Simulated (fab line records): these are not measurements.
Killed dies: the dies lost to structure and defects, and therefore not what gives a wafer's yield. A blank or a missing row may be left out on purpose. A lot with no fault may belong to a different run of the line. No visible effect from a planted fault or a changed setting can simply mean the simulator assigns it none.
Problem report in the 8D (eight disciplines) form, filled by code -- flow gf180mcu -- the parts of the form that need people (team, actions taken, sign-off) are left out

1. WHAT IS WRONG
Mean HV_LDD_3_TW at GF_HV_LDD_TW_MEAS_38: 1507 over 6 wafers in 2 lots; fault-free wafers: 1429, standard deviation 14. Relative to the usual mean, that is a shift of +5.6 standard deviations.
Earliest sighting: wafer L616.2 on film-metro-01 at day 14 11:32. At this step, 39 wafers from 13 lots have a number in the record. The rule behind "out" and "out of limits": a value lying over 4 standard deviations away from the usual mean. The rest of the wafers with a number are treated as sound.

2. WHAT IT IS, AND WHAT IT ISN'T
question,is,is not
which readings at this step,HV_LDD_3_TW,-
which lots,"L616, L618","L609, L612, L614, L615, L617, L624, L626, L628, L629, L630, L631"
which wafers of those lots,all that have a number,-
read on which gauges,film-metro-01,"film-metro-03, film-metro-04"
when,from day 14 11:32,"up to then (15 sound wafers); but 18 sound wafers of L624, L626, L628, L629, L630, L631 came after"

3. THE SUSPECTS, EACH WITH WHAT RULES IT OUT
Counting: any tool at a process step up to the reading is kept as a suspect provided that every lot that is out went through it and no sound lot did after the first of them.
- the gauge at GF_HV_LDD_TW_MEAS_38 has been ruled out. All the wafers that are out were read on film-metro-01, but those of them that GF_HV_LDD_IMPLANT_35 has rows for are out there too, on other tools.
- implanter-02 at GF_HV_LDD_IMPLANT_35: ruled out as a lasting fault. The sound lots L626, L628, L630, L631 went through it after L616, its earliest lot that is out (day 14 11:09).
Left after counting: nothing in the record.

4. THE CAUSE (what the simulator had put in)
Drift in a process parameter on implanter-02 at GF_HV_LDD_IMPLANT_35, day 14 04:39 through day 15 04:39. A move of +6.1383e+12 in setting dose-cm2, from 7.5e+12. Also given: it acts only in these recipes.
It was ruled out by counting, in error; the rule expects a fault to strike all lots run on its tool from its start on, and this fault did not.

5. THE EFFECT CHAIN, in route order
Each row: a reading where the mean over the struck wafers with a number is more than 3 standard deviations away from the usual. Only readings whose record carries a usual standard deviation are examined. hours: median over the lots of the time between each lot's start at the first step of this table that gives one and its start at this step. sigmas: the change, counted in usual standard deviations.
hours,step,reading,usual,on struck wafers,change,sigmas
0,GF_HV_LDD_IMPLANT_35,dose-ions-cm2,7.502e+12,1.363e+13,+6.132e+12,+99 or more
0,GF_HV_LDD_IMPLANT_35,faraday-current-uA,42.3,78.2,+35.9,+45
0,GF_HV_LDD_TW_MEAS_38,HV_LDD_3_TW,1429,1507,+78,+5.6
22,GF_HV_LDD_RS_MEAS_53,HV_LDD_RS,418.7 ohm/sq,402.5,-16.2,-17
Here are the process steps it includes:
- GF_HV_LDD_IMPLANT_35

6. HOW IT WOULD HAVE BEEN CAUGHT EARLIER
The first out-of-limits reading at a measuring or inspecting step in this record came at day 14 11:32, 7 hours after the fault's start at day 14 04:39.
Tool's own readings at GF_HV_LDD_IMPLANT_35, dose-ions-cm2, faraday-current-uA: out on all struck wafers the step has rows for; an alarm limit on them would have tripped on the first.
